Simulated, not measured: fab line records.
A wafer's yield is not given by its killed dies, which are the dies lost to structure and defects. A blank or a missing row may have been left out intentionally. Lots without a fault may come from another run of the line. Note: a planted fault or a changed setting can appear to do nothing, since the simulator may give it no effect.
The same fault as seen by 2 desks -- flow gf180mcu -- each desk has only its own numbers; what lay behind them comes last

## THE TOOL OWNER'S DESK: wet_bench-03
The tool's own readings at GF_STI_WET_ETCH_17 (etches Si3N4 in H3PO4, target depth 45 nm, time 514 s): means of the sampled wafers that have a number, for each lot that ran on this tool. The brackets show how far a lot's mean lies from the usual mean; more than 4 standard deviations puts the lot out of limits, marked OUT.
Columns: A = bath_guard_temp_C at GF_STI_WET_ETCH_17, usual 160.0 C; B = bath_heat_duty_pct at GF_STI_WET_ETCH_17, usual 28 %
lot,first seen here,A,B
L375,day 3 13:21,159.6,30
L382,day 5 01:20,160.6,26
L383,day 5 06:24,159.9,26
L388,day 6 09:38,160.1,22
This desk's verdict: no lot among the 4 shows anything out of limits.

## THE METROLOGY DESK
What the gauges read, lot by lot, whatever tool the lot ran on: means of the sampled wafers that have a number. The brackets show how far a lot's mean lies from the usual mean; more than 4 standard deviations puts the lot out of limits, marked OUT.
Columns: A = STI_OXIDATION_THK at GF_STI_THK_MEAS_02, usual 10.03 nm; B = SAB_OVL at GF_SAB_OVL_MEAS_10, usual -0.8 nm; C = SALICIDE_TIN_RS at GF_SALICIDE_RS_MEAS_04, usual 16.32 ohm/sq
lot,first seen here,A,B,C
L368,day 1 12:31,9.78,-1.5,16.60
L373,day 2 12:52,10.16,-1.0,15.99
L375,day 2 22:40,9.93,-1.0,16.13
L376,day 3 04:30,9.82,-,-
L377,day 3 09:07,10.02,-,-
L382,day 4 09:31,10.29,-1.5,15.97
L383,day 4 14:31,10.37,-0.8,16.72
L384,day 4 20:51,10.17,0.4,16.06
L385,day 5 00:32,10.00,1.3,16.27
L386,day 5 06:59,10.01,-2.3,16.67
L388,day 5 16:46,10.15,2.2,16.55
L389,day 5 21:40,10.05,-2.9,16.74
L390,day 6 02:21,9.81,-1.1,16.63
L391,day 6 06:31,9.84,0.8,15.93
This desk's verdict: no lot among the 14 shows anything out of limits.

## BROUGHT TOGETHER
The tool owner's desk saw nothing out of limits.
From the metrology desk's view, nothing was out of limits.

## WHAT WAS PUT IN BY THE SIMULATOR
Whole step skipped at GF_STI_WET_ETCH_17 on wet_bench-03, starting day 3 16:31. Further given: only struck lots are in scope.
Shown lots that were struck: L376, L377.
